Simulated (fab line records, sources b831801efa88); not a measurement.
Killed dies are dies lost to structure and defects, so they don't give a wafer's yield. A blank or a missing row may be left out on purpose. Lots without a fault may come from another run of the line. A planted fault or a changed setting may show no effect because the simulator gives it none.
Chamber matching | flow sfq_line | SFQ_TRILAYER_I0_CMP_CMP_028 on cmp-02: 4 sister chambers
The step polishes SiO2. 4 wafers are shown with their chamber, then 11 later ones without.

WAFERS WITH THEIR CHAMBER
wafer  | chamber | motor_current_A (A)
L618.1 | 1       | 10.0
L620.4 | 0       | 9.8
L623.4 | 3       | 9.7
L623.6 | 2       | 10.7

WAFERS WITHOUT THEIR CHAMBER
wafer  | motor_current_A (A)
L624.1 | 9.7
L624.4 | 10.5
L629.1 | 10.1
L629.2 | 10.3
L629.5 | 9.8
L631.2 | 11.1
L631.4 | 9.3
L631.5 | 9.2
L632.3 | 10.7
L632.2 | 9.6
L632.6 | 10.1

WHICH CHAMBER EACH WENT THROUGH
wafer  | from the rows above               | in truth
L624.1 | can't be placed: 3 or 0 or 1      | 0
L624.4 | can't be placed: 2 or 1 or 0      | 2
L629.1 | can't be placed: 1 or 0 or 3 or 2 | 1
L629.2 | can't be placed: 1 or 2 or 0 or 3 | 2
L629.5 | can't be placed: 0 or 3 or 1      | 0
L631.2 | 2                                 | 2
L631.4 | can't be placed: 3 or 0 or 1      | 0
L631.5 | can't be placed: 3 or 0 or 1      | 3
L632.3 | 2                                 | 2
L632.2 | can't be placed: 3 or 0 or 1      | 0
L632.6 | can't be placed: 1 or 0 or 3 or 2 | 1
Placed correctly: 2 of 11. Can't be placed from these rows: 9 (the true chamber is among the candidates in 9). Placed wrongly: 0.
How it was worked out, from the rows above alone: a wafer's distance from a chamber is the root of the sum, over the readings, of the square of ((its reading less the chamber's mean) divided by the reading's scatter). The wafer belongs to the nearest chamber; if the next one is less than 2 further off, it can't be placed. A chamber's mean is the mean of its shown wafers. The scatter: with one shown wafer a chamber, the root of the mean of the squares of how far each hidden wafer lies from its nearest shown one.
